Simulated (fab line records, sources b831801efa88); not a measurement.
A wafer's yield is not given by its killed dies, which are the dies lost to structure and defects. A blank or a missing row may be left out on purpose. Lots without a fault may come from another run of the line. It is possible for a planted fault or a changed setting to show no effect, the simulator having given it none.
Which tool is to blame? -- flow gf180mcu -- 36 wafers from 12 lots sampled at 5 of the route's 602 steps

WHAT THE GAUGES READ, wafer by wafer
GF_STI_THK_MEAS_04.
lot,measured,on,STI_CVD_03_THK (nm)
L307,day 1 16:19,film metro-03,202.6 204.1 204.1
L308,day 1 18:50,film metro-01,204.2 203.8 206.6
L309,day 2 02:09,film metro-03,212.3 211.2 209.5
L314,day 3 07:33,film metro-04,205.6 204.3 204.0
L317,day 3 15:55,film metro-04,208.6 209.5 209.0
L320,day 4 07:14,film metro-01,206.7 205.5 206.2
L324,day 5 02:36,film metro-01,242.2 243.1 240.5 242.3 243.1 240.2
L325,day 5 07:42,film metro-01,240.7 239.8 241.0 240.5 239.7 240.9
L326,day 5 14:54,film metro-04,207.1 207.0 207.3
L327,day 5 18:33,film metro-03,206.2 204.4 206.2
L328,day 5 23:07,film metro-01,204.4 206.5 204.6
L330,day 6 08:34,film metro-04,206.2 205.5 208.0

GF_CONTACT_THK_MEAS_26: measures by xrf.
lot,measured,on,CONTACT_W_THK (nm)
L307,day 15 11:37,film metro-02,301 298 298
L308,day 15 18:23,film metro-04,294 292 295
L309,day 16 22:10,film metro-03,301 299 298
L314,day 18 16:43,film metro-03,292 295 296
L317,day 19 01:37,film metro-04,292 292 298
L320,day 20 14:11,film metro-04,298 300 301
L324,day 21 22:27,film metro-04,297 301 298
L325,day 22 02:21,film metro-03,288 292 295
L326,day 22 13:11,film metro-03,296 296 295
L327,day 23 02:59,film metro-03,291 290 293
L328,day 23 02:07,film metro-04,291 291 293
L330,day 23 22:07,film metro-02,295 292 295

GF_V1_THK_MEAS_03.
lot,measured,on,V1_CVD_02_THK (nm)
L307,day 16 11:24,film metro-01,851 853 841
L308,day 16 18:23,film metro-04,851 867 865
L309,day 17 22:10,film metro-01,846 868 864
L314,day 19 17:59,film metro-01,832 854 863
L317,day 20 01:24,film metro-01,841 838 851
L320,day 21 16:46,film metro-03,851 859 866
L324,day 23 00:08,film metro-04,856 856 860
L325,day 23 04:26,film metro-04,814 829 849
L326,day 23 13:51,film metro-03,844 857 859
L327,day 24 04:26,film metro-03,850 835 844
L328,day 24 02:27,film metro-01,841 855 862
L330,day 24 22:05,film metro-03,825 840 837

EACH LOT AND THE TOOL THAT RAN IT (in order: tool; ch and the chambers of the sampled wafers; start)
lot,GF_STI_CVD_03,GF_STI_ETCH_13
L307,"lpcvd-02 ch 0, day 1 14:20","rie diel-02 ch 0,1,3, day 2 04:09"
L308,"lpcvd-02 ch 0, day 1 16:51","rie diel-01 ch 0,2,3, day 2 06:45"
L309,"lpcvd-02 ch 1, day 2 00:10","rie diel-02 ch 2,3, day 2 14:25"
L314,"lpcvd-01 ch 0, day 3 05:33","rie diel-01 ch 0,3, day 3 19:52"
L317,"lpcvd-01 ch 1, day 3 13:55","rie diel-04 ch 0,1,3, day 4 05:04"
L320,"lpcvd-01 ch 1, day 4 05:14","rie diel-04 ch 0,1,3, day 4 20:43"
L324,"lpcvd-02 ch 0, day 5 00:35","rie diel-04 ch 0,1,2, day 5 16:53"
L325,"lpcvd-02 ch 1, day 5 05:42","rie diel-04 ch 0,1,2, day 5 23:07"
L326,"lpcvd-01 ch 0, day 5 11:55","rie diel-01 ch 0,2,3, day 6 05:22"
L327,"lpcvd-01 ch 0, day 5 15:34","rie diel-01 ch 0,3, day 6 08:45"
L328,"lpcvd-01 ch 1, day 5 21:08","rie diel-04 ch 2,3, day 6 14:07"
L330,"lpcvd-01 ch 1, day 6 06:34","rie diel-04 ch 1,2, day 7 00:04"
- GF_STI_CVD_03: deposits Si3N4 from DCS/NH3, target thk 207.16 nm, time 3551 s.
- GF_STI_ETCH_13: etches the open film in CHF3/O2, stops on Si, target depth 282.31 nm, time 112.9 s.

WHAT THE TOOLS THEMSELVES READ (means of the sampled wafers that have a number; where no wafer has one, the mark that the record gives instead)
GF_STI_CVD_03.
lot,tool,zone power bottom pct (%)
L307,lpcvd-02,18.9
L308,lpcvd-02,19.0
L309,lpcvd-02,20.7
L314,lpcvd-01,19.5
L317,lpcvd-01,18.0
L320,lpcvd-01,17.9
L324,lpcvd-02,19.0
L325,lpcvd-02,20.5
L326,lpcvd-01,19.4
L327,lpcvd-01,19.4
L328,lpcvd-01,18.0
L330,lpcvd-01,17.9

GF_STI_ETCH_13.
lot,tool,drypump motor current A (A),oes product au (a.u.),throttle valve pct (%)
L307,rie diel-02,5.7,0.825,8.808
L308,rie diel-01,5.6,0.829,8.808
L309,rie diel-02,5.5,0.842,8.807
L314,rie diel-01,5.2,0.825,8.804
L317,rie diel-04,5.6,0.835,8.814
L320,rie diel-04,5.6,0.830,8.808
L324,rie diel-04,5.5,0.908,8.833
L325,rie diel-04,5.6,0.908,8.820
L326,rie diel-01,5.6,0.826,8.806
L327,rie diel-01,5.1,0.828,8.799
L328,rie diel-04,5.3,0.830,8.812
L330,rie diel-04,5.2,0.833,8.815

THE ANSWER, worked out from the rows above alone
Rule: usual is defined by the lots themselves. Put in order of their means at a reading, lots are off if they are a third of the lots or fewer, leave a main group of 4 or more, and stand apart from it by a gap of 3 or more times the standard deviation of the main group's means; of several such gaps the widest counts. Not used: any main group whose means are identical at the precision the tables above print for the reading. Also off: a lot with no number at a reading for which 4 or more lots have one. The other lots that the step has rows for count as sound. The gauges are gone through in route order, then the tools' own readings, and for those a lot's mean is taken as printed above. At the first step where some lot is off, the reading lying furthest off is the one used; lots without a number count as furthest.
Off: L324, L325, at GF_STI_THK_MEAS_04 (STI_CVD_03_THK). The main group: mean 206.4 nm, standard deviation 2.1.
A tool fits if, at a process step before that reading, it ran every lot that is off, and no sound lot after the first of them. Not tried: the gauges at GF_STI_THK_MEAS_04; whatever is off there is also off at GF_STI_ETCH_13, on other tools, and gauge error can't account for it. One fits: GF_STI_CVD_03 on lpcvd-02. Its last sound lot is L309 (day 2 00:10), its first lot that is off L324 (day 5 00:35): a fault that began between those two fits.

WHAT THE SIMULATOR HAD PUT IN
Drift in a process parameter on lpcvd-02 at GF_STI_CVD_03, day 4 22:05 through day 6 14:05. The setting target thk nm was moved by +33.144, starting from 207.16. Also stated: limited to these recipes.
Struck lots among those shown: L324, L325. Same finding as the rule above.
